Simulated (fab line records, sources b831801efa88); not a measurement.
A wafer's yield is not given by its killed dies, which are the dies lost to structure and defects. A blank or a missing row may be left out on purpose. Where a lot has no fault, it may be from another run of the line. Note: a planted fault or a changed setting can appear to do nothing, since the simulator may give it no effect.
Chamber matching + flow sky130 + SKY_VIA3_CMP_02 on cmp-02 has 4 sister chambers
The step polishes SiO2. 8 wafers are shown with their chamber, then 8 later ones without.

## WAFERS PAIRED WITH THEIR CHAMBERS
| wafer  | chamber | motor_current_A (A) |
|--------|---------|---------------------|
| L689.4 | 2       | 13.2                |
| L689.5 | 0       | 10.7                |
| L693.5 | 1       | 9.4                 |
| L693.6 | 0       | 10.3                |
| L694.2 | 2       | 12.1                |
| L694.4 | 3       | 15.5                |
| L694.6 | 3       | 16.0                |
| L698.3 | 1       | 9.7                 |

## WAFERS MISSING THEIR CHAMBER
| wafer  | motor_current_A (A) |
|--------|---------------------|
| L698.4 | 13.0                |
| L698.5 | 15.7                |
| L699.1 | 15.8                |
| L699.2 | 12.9                |
| L699.4 | 10.2                |
| L709.1 | 11.1                |
| L709.3 | 15.4                |
| L709.5 | 12.5                |

## WHICH CHAMBER EACH ONE RAN IN
| wafer  | from the rows above     | in truth |
|--------|-------------------------|----------|
| L698.4 | 2                       | 2        |
| L698.5 | 3                       | 3        |
| L699.1 | 3                       | 3        |
| L699.2 | 2                       | 2        |
| L699.4 | can't be placed: 0 or 1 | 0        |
| L709.1 | 0                       | 0        |
| L709.3 | 3                       | 3        |
| L709.5 | 2                       | 2        |
Placed correctly: 7 of 8. Can't be placed from these rows: 1 (the true chamber is among the candidates in 1). 0 placed wrongly.
How it was worked out, from the rows above alone: a wafer's distance from a chamber is the root of the sum, over the readings, of the square of ((its reading less the chamber's mean) divided by the reading's scatter). The wafer belongs to the nearest chamber; if the next one is less than 2 further off, it can't be placed. For every chamber, the mean is computed from those of its wafers that are shown. The scatter is the square root of a quotient: the sum, over the shown wafers, of each reading's squared deviation from its chamber's mean, divided by wafers minus chambers.
